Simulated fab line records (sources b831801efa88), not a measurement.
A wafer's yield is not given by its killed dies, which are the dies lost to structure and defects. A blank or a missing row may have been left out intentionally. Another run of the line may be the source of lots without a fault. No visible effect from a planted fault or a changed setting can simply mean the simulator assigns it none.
Chamber matching | flow gf180mcu | 3 sister chambers for GF_MIM_CVD_05 on pecvd-03
The step deposits Si3N4, target thk 42 nm, time 29.086 s. 14 wafers are shown with their chamber, then 7 later ones without.

## EACH WAFER AND ITS CHAMBER
wafer  | chamber | heaterPowerW (W)
L074.2 | 0       | 586
L074.3 | 2       | 851
L074.6 | 1       | 802
L079.1 | 1       | 771
L079.2 | 2       | 785
L079.3 | 0       | 632
L082.2 | 0       | 539
L082.5 | 0       | 537
L082.6 | 1       | 794
L084.2 | 0       | 592
L084.3 | 2       | 843
L084.4 | 0       | 578
L089.3 | 0       | 560
L089.4 | 1       | 732

SIGNATURES, as means of the wafers listed above
reading      | chamber 0 | chamber 1 | chamber 2 | scatter within a chamber
heaterPowerW | 574.86    | 774.75    | 826.33    | 33.3
Rule: for each reading, subtract the chamber's mean from the wafer's reading, divide by that reading's scatter and square the result; add these up over the readings and take the root, which gives the wafer's distance from the chamber. The wafer belongs to the nearest chamber; if the next one is less than 2 further off, it can't be placed. The scatter is the square root of a quotient: the sum, over the shown wafers, of each reading's squared deviation from its chamber's mean, divided by wafers minus chambers.

## WAFERS WITHOUT THEIR CHAMBER
wafer  | heaterPowerW (W)
L089.6 | 568
L093.2 | 789
L093.5 | 813
L093.6 | 795
L096.3 | 819
L096.4 | 583
L096.5 | 726

## CHAMBER TAKEN BY EACH
wafer  | from the rows above     | in truth
L089.6 | 0                       | 0
L093.2 | can't be placed: 1 or 2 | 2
L093.5 | can't be placed: 2 or 1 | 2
L093.6 | can't be placed: 1 or 2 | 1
L096.3 | can't be placed: 2 or 1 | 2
L096.4 | 0                       | 0
L096.5 | can't be placed: 1 or 2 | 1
Correctly placed: 2 of 7. Not placeable from these rows: 5 (in 5, the candidates include the true chamber). Wrongly placed: 0.
